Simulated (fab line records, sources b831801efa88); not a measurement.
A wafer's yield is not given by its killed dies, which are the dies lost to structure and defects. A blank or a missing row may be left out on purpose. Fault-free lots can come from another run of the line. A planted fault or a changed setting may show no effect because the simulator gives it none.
One fault seen from 2 desks || flow sky130 || only its own numbers are on each desk; what lay behind them is given at the end

## FOR THE TOOL OWNER'S DESK: implanter-02
The tool's own readings at SKY_POLY_GATE_IMPLANT_02: means of the sampled wafers that have a number, for each lot that ran on this tool. Any lot whose mean is over 4 standard deviations away from the usual mean is out of limits and marked OUT; that distance is given in the brackets.
Columns: A = beam_on_s at SKY_POLY_GATE_IMPLANT_02, usual 34 s; B = dose_ions_cm2 at SKY_POLY_GATE_IMPLANT_02, usual 7.7e+15; C = end_station_pressure_torr at SKY_POLY_GATE_IMPLANT_02, usual 1.14e-05 Torr
{"lot": "L112", "first seen here": "day 15 14:43", "A": 29, "B": 7.7e+15, "C": 1.26e-05}
{"lot": "L118", "first seen here": "day 18 02:07", "A": "11 (-4.3) OUT", "B": "2.8e+15 (-99 or more) OUT", "C": 1.71e-05}
{"lot": "L120", "first seen here": "day 18 17:59", "A": "11 (-4.3) OUT", "B": "2.8e+15 (-99 or more) OUT", "C": 1.65e-05}
{"lot": "L127", "first seen here": "day 21 07:16", "A": 29, "B": 7.7e+15, "C": 1.30e-05}
{"lot": "L128", "first seen here": "day 21 14:53", "A": 29, "B": 7.7e+15, "C": 1.33e-05}
{"lot": "L131", "first seen here": "day 22 12:23", "A": 28, "B": 7.7e+15, "C": 1.35e-05}
{"lot": "L132", "first seen here": "day 23 01:59", "A": 29, "B": 7.7e+15, "C": 1.29e-05}
{"lot": "L133", "first seen here": "day 23 07:35", "A": 29, "B": 7.7e+15, "C": 1.36e-05}
Finding of this desk: L118, L120 out of limits; the first was L118 at day 18 02:07, on beam_on_s at SKY_POLY_GATE_IMPLANT_02. L112, L127, L128, L131, L132, L133 stayed within limits.

## METROLOGY DESK
What the gauges read for every lot (on any tool): the sampled wafers with a number, averaged. Any lot whose mean is over 4 standard deviations away from the usual mean is out of limits and marked OUT; that distance is given in the brackets.
Columns: A = POLY_GATE_TW at SKY_RES_PROTECT_TW_MEAS_08, usual 4028; B = cd_nm at SKY_LDD_P_CD_MEAS_07, usual 379.6 nm; C = cd_nm at SKY_SD_P_CD_MEAS_07, usual 379.4 nm
{"lot": "L110", "first seen here": "day 15 00:55", "A": 4065, "B": 378.2, "C": 378.1}
{"lot": "L112", "first seen here": "day 15 14:56", "A": 4013, "B": 377.5, "C": 377.8}
{"lot": "L113", "first seen here": "day 16 08:17", "A": 3997, "B": 375.4, "C": 381.7}
{"lot": "L118", "first seen here": "day 18 02:22", "A": "3636 (-18) OUT", "B": 382.7, "C": 381.4}
{"lot": "L120", "first seen here": "day 18 18:14", "A": "3638 (-18) OUT", "B": 383.7, "C": 378.5}
{"lot": "L127", "first seen here": "day 21 07:29", "A": 3996, "B": 380.0, "C": 379.0}
{"lot": "L128", "first seen here": "day 21 15:08", "A": 4013, "B": 383.0, "C": 381.4}
{"lot": "L130", "first seen here": "day 22 10:25", "A": 4021, "B": 380.9, "C": 378.9}
{"lot": "L131", "first seen here": "day 22 12:36", "A": 4041, "B": 378.3, "C": 375.8}
{"lot": "L132", "first seen here": "day 23 02:14", "A": 4041, "B": 379.3, "C": 380.0}
{"lot": "L133", "first seen here": "day 23 07:50", "A": 4036, "B": 378.7, "C": 381.1}
This desk reports L118, L120 out of limits; the earliest was L118 at day 18 02:22 (POLY_GATE_TW at SKY_RES_PROTECT_TW_MEAS_08). L110, L112, L113, L127, L128, L130, L131, L132, L133 stayed within limits.

## TAKEN TOGETHER
An alarm could have come from the tool owner's desk at day 18 02:07, on L118, L120.
L118, L120 would have let the metrology desk raise an alarm at day 18 02:22.
All the named lots went through SKY_POLY_GATE_IMPLANT_02 on implanter-02.

## WHAT WAS PUT IN BY THE SIMULATOR
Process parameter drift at SKY_POLY_GATE_IMPLANT_02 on implanter-02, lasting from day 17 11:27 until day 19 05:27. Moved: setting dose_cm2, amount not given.
Struck lots among those shown: L118, L120.
Fault start to first reading out of limits, in hours, per desk: tool owner, 15; metrology, 15.
